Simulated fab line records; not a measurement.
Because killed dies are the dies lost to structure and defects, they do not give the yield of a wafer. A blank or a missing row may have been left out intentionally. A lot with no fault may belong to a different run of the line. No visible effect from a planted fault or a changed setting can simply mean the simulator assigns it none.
What tool caused it? + flow gf180mcu + 12 lots, 36 wafers sampled, at 2 steps of a route of 602

WHAT EACH GAUGE READ, for each wafer
GF_CONTACT_THK_MEAS_01.
| lot  | measured     | on           | CONTACT_CVD_00_THK (nm) |
|------|--------------|--------------|-------------------------|
| L836 | day 15 07:14 | filmMetro-03 | 299.1 300.2 299.4       |
| L838 | day 16 00:54 | filmMetro-01 | 300.3 301.2 303.3       |
| L841 | day 16 18:49 | filmMetro-03 | 297.7 299.3 296.9       |
| L842 | day 17 03:39 | filmMetro-01 | 302.1 302.3 298.4       |
| L844 | day 17 20:38 | filmMetro-01 | 301.4 305.2 304.3       |
| L850 | day 20 00:22 | filmMetro-03 | 301.2 362.8 361.8       |
| L851 | day 20 07:53 | filmMetro-01 | 299.9 304.8 368.6       |
| L852 | day 20 14:09 | filmMetro-04 | 364.4 364.2 305.2       |
| L856 | day 22 14:31 | filmMetro-03 | 294.0 298.6 294.6       |
| L858 | day 23 01:42 | filmMetro-03 | 300.1 299.4 299.9       |
| L857 | day 23 04:23 | filmMetro-04 | 304.6 305.0 302.6       |
| L859 | day 23 11:27 | filmMetro-03 | 301.8 299.7 299.7       |

WHICH TOOL RAN EACH LOT (tool, then ch and the chambers of the sampled wafers, then the start)
| lot  | GF_CONTACT_CVD_00                |
|------|----------------------------------|
| L836 | hdpcvd-01 ch 0,1, day 15 07:12   |
| L838 | hdpcvd-02 ch 1,2, day 16 00:51   |
| L841 | hdpcvd-01 ch 0,2, day 16 18:46   |
| L842 | hdpcvd-01 ch 0,1, day 17 03:37   |
| L844 | hdpcvd-02 ch 0,1, day 17 20:34   |
| L850 | hdpcvd-02 ch 1,2, day 20 00:19   |
| L851 | hdpcvd-02 ch 0,1,2, day 20 07:50 |
| L852 | hdpcvd-02 ch 1,2, day 20 14:07   |
| L856 | hdpcvd-01 ch 0,1,2, day 22 14:28 |
| L858 | hdpcvd-01 ch 0,1,2, day 23 01:39 |
| L857 | hdpcvd-02 ch 1,2, day 23 04:20   |
| L859 | hdpcvd-02 ch 0,1, day 23 11:25   |
- GF_CONTACT_CVD_00: deposits SiO2, target thk 300 nm, time 50 s.

WHAT THE TOOLS THEMSELVES READ (means of the sampled wafers that have a number; where no wafer has one, the mark that the record gives instead)
GF_CONTACT_CVD_00.
| lot  | tool      | sih4FlowSccm (sccm) | susceptorTempC (C) |
|------|-----------|---------------------|--------------------|
| L836 | hdpcvd-01 | 59.74               | 400.07             |
| L838 | hdpcvd-02 | 59.89               | 399.85             |
| L841 | hdpcvd-01 | 59.84               | 399.99             |
| L842 | hdpcvd-01 | 59.90               | 399.76             |
| L844 | hdpcvd-02 | 60.14               | 399.79             |
| L850 | hdpcvd-02 | 67.91               | 400.02             |
| L851 | hdpcvd-02 | 63.98               | 399.89             |
| L852 | hdpcvd-02 | 67.98               | 399.96             |
| L856 | hdpcvd-01 | 60.12               | 399.93             |
| L858 | hdpcvd-01 | 60.08               | 399.81             |
| L857 | hdpcvd-02 | 59.97               | 400.18             |
| L859 | hdpcvd-02 | 60.03               | 399.88             |

THE ANSWER, worked out from the rows above alone
Rule: the lots themselves supply what counts as usual. The widest of any qualifying gaps counts: lots, ordered by their means at a reading, are off when they make up no more than a third of the lots, leave a main group of 4 or more, and stand apart from it by 3 or more times the standard deviation of that group's means. The tables above print the reading to a certain number of digits; a main group whose means all agree to those digits is not used. Also off: a lot with no number at a reading for which 4 or more lots have one. All remaining lots with rows at the step are treated as sound. Order of review: gauges by route order, followed by the tools' own readings, for which a lot's mean as printed above is used. The first step at which some lot is off is used, and at that step the reading that is off furthest; a lot without a number counts as furthest.
Off: at GF_CONTACT_THK_MEAS_01 (CONTACT_CVD_00_THK), L850, L851, L852. The main group: mean 300.4 nm, standard deviation 2.5.
If a tool, at a process step before that reading, ran all the lots that are off and no sound lot after the first of them, it fits. Not tried: the gauges at GF_CONTACT_THK_MEAS_01; whatever is off there is also off at GF_CONTACT_CVD_00, on other tools, and gauge error can't account for it. Not one of the candidates tried fits.

WHAT THE SIMULATOR PUT IN
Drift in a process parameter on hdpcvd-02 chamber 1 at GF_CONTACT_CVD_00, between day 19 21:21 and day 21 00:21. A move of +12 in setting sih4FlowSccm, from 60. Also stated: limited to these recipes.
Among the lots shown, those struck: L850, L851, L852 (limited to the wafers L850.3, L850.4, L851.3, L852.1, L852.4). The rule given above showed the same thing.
